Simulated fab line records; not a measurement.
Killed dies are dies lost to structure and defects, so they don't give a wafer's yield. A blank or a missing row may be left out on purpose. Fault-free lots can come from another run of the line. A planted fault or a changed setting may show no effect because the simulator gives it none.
Which tool is to blame?    flow sky130    21 wafers sampled from 7 lots at 1 step of a route of 708

== WHAT THE GAUGES SHOWED, per wafer ==
SKY_SONOS_TUNNEL_CD_MEAS_07: the cd target is 410 nm.
lot   measured      on         cd-nm (nm)
L692  day 11 19:11  cd-sem-02  411.6 411.6 410.7
L697  day 13 14:33  cd-sem-01  411.0 410.1 410.6
L699  day 14 01:17  cd-sem-01  414.2 414.6 414.0
L702  day 15 07:02  cd-sem-02  409.8 409.9 408.1
L704  day 16 07:11  cd-sem-01  410.3 408.4 407.0
L712  day 18 14:09  cd-sem-01  408.1 406.6 407.2
L714  day 19 01:17  cd-sem-01  410.6 411.1 410.7

== WHAT TOOL EACH LOT RAN ON (gives the tool, then ch and the chambers of the sampled wafers, and finally the start) ==
Record: no process step prior to these readings.

== THE ANSWER, worked out from the rows above alone ==
Rule: the lots themselves supply what counts as usual. The widest of any qualifying gaps counts: lots, ordered by their means at a reading, are off when they make up no more than a third of the lots, leave a main group of 4 or more, and stand apart from it by 3 or more times the standard deviation of that group's means. A main group whose means are all the same, to the digits that the tables above print for the reading, isn't used. Also off: a lot with no number at a reading for which 4 or more lots have one. Where the step has rows for the other lots, those lots are counted as sound.
No lot is off on any of the readings shown, so nothing can be concluded from this.

== WHAT HAD BEEN PUT IN BY THE SIMULATOR ==
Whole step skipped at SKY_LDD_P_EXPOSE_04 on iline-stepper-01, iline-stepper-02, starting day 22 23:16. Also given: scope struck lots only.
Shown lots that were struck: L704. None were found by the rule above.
